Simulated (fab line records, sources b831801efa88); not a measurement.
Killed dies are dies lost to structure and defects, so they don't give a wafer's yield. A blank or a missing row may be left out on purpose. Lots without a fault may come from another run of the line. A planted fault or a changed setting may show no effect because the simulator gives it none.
A struck lot beside a sound one | flow gf180mcu | 14 steps out of a route of 602
Sound: wafers L398.2, L398.3, L398.6. Struck: wafers L401.2, L401.4, L401.6. The cause comes at the end.
At each step with rows: each side's tool, then ch and its chambers, then its first start. Under that, the readings that differ: sound wafers | struck wafers | difference of the means | sigmas: that difference in standard deviations of wafers without a fault.
alike: readings whose means differ by less than 2 such deviations, and words and numbers that are the same on both sides. not compared: withheld readings, readings that some wafer has no value for, bounds like >300 that may hide the same value, and numbers for which the record gives no deviation and whose values overlap.
The two part at a step that has a row with sigmas, a row that says differs or no value, or rows on one side only. Numbers that don't overlap but have no deviation are shown without sigmas and don't part them. A reading that every wafer of one side lacks parts them only if that side has two wafers or more.

GF_M1_SPUTTER_00: material Ti, target thk 37.5 nm, time 150 s.
  sound on pvd_sputter-03, day 18 04:12; struck on pvd_sputter-03, day 19 05:04
  alike: substrate_temp_c, throttle_valve_pct
GF_M1_SPUTTER_01: material TiN, target thk 30 nm, time 25 s.
  sound on pvd_sputter-03, day 18 04:18; struck on pvd_sputter-03, day 19 05:10
  alike: throttle_valve_pct
GF_M1_SPUTTER_02: material AlCu, target thk 450 nm, time 23.9 s.
  sound on pvd_sputter-03, day 18 04:20; struck on pvd_sputter-03, day 19 05:11
  alike: throttle_valve_pct
GF_M1_SPUTTER_03: material Ti, target thk 10 nm, time 6.7 s.
  sound on pvd_sputter-03, day 18 04:22; struck on pvd_sputter-03, day 19 05:13
  alike: substrate_temp_c, throttle_valve_pct
GF_M1_SPUTTER_04: material TiN, target thk 50 nm, time 41.7 s.
  sound on pvd_sputter-03, day 18 04:23; struck on pvd_sputter-03, day 19 05:14
  alike: throttle_valve_pct
GF_M1_RS_MEAS_05: measures by four-point-probe.
  sound on film_metro-04, day 18 04:26; struck on film_metro-01, day 19 05:18
  alike: M1_ALCU_RS
GF_M1_THK_MEAS_06: measures by xrf.
  sound on film_metro-04, day 18 04:33; struck on film_metro-01, day 19 05:25
  alike: M1_ALCU_THK
then, 5 steps without rows for these wafers: GF_M1_DEHYDRATE_07 (time 60 s); GF_M1_HMDS_08 (prime time 60 s); GF_M1_COAT_09 (resist thk 1000 nm); GF_M1_SOFTBAKE_10 (time 60 s); GF_M1_EXPOSE_11 (exposes mask Metal1, target cd 230 nm).
GF_M1_PEB_12: peb time 90 s.
  sound on litho_track-01 ch 0, day 19 03:46; struck on litho_track-03, day 20 04:55
  no value came back on the struck wafers for chill_plate_temp_C (C), exhaust_pa (Pa); on the sound wafers chill_plate_temp_C (C) reads 23.07 22.98 23.06
then, 1 step without rows for these wafers: GF_M1_DEVELOP_13 (develop time 60 s).

WHERE THEY PART
Only at GF_M1_PEB_12, within this record.

WHY: what the simulator had put in
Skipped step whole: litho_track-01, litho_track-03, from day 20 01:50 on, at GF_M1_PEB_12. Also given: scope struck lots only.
